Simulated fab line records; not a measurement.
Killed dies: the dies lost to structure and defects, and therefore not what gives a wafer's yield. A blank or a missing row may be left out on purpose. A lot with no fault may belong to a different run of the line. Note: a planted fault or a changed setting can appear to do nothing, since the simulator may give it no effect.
Matching of chambers | flow gf180mcu | 4 sister chambers for GF_V3_ETCH_16 on rie diel-03
The step etches BARC in N2/H2. 7 wafers are shown with their chamber, then 7 later ones without.

== WAFERS PAIRED WITH THEIR CHAMBERS ==
wafer  | chamber | oes product au (a.u.) | bias w (W)
L659.4 | 3       | 0.849                 | 99.85
L663.3 | 2       | 0.854                 | 99.91
L663.4 | 0       | 0.864                 | 99.71
L664.1 | 0       | 0.846                 | 100.43
L664.5 | 1       | 0.854                 | 99.71
L669.4 | 1       | 0.847                 | 99.98
L669.5 | 2       | 0.853                 | 99.85

== WAFERS MISSING THEIR CHAMBER ==
wafer  | oes product au (a.u.) | bias w (W)
L669.6 | 0.854                 | 100.11
L670.2 | 0.853                 | 100.07
L670.4 | 0.856                 | 99.68
L670.6 | 0.858                 | 100.19
L680.2 | 0.854                 | 99.64
L680.4 | 0.851                 | 99.85
L680.5 | 0.857                 | 100.54

== WHICH CHAMBER EACH WENT THROUGH ==
wafer  | from the rows above               | in truth
L669.6 | can't be placed: 0 or 2 or 1 or 3 | 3
L670.2 | can't be placed: 0 or 2 or 1 or 3 | 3
L670.4 | can't be placed: 2 or 1 or 3 or 0 | 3
L670.6 | can't be placed: 0 or 2 or 1 or 3 | 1
L680.2 | can't be placed: 2 or 1 or 3 or 0 | 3
L680.4 | can't be placed: 1 or 3 or 2 or 0 | 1
L680.5 | can't be placed: 0 or 2 or 1 or 3 | 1
Placed correctly: 0 of 7. Unplaceable from these rows: 7, with the true chamber sitting among the candidates in 7. Number placed wrongly: 0.
How it was worked out, from the rows above alone: a wafer's distance from a chamber is the root of the sum, over the readings, of the square of ((its reading less the chamber's mean) divided by the reading's scatter). If the next closest chamber is less than 2 further off than the closest, the wafer can't be placed; otherwise it belongs to the closest. A chamber's mean is the mean of its shown wafers. The scatter: take each reading less its chamber's mean, square it, sum over the shown wafers, divide by the number of wafers less the number of chambers, and take the root.
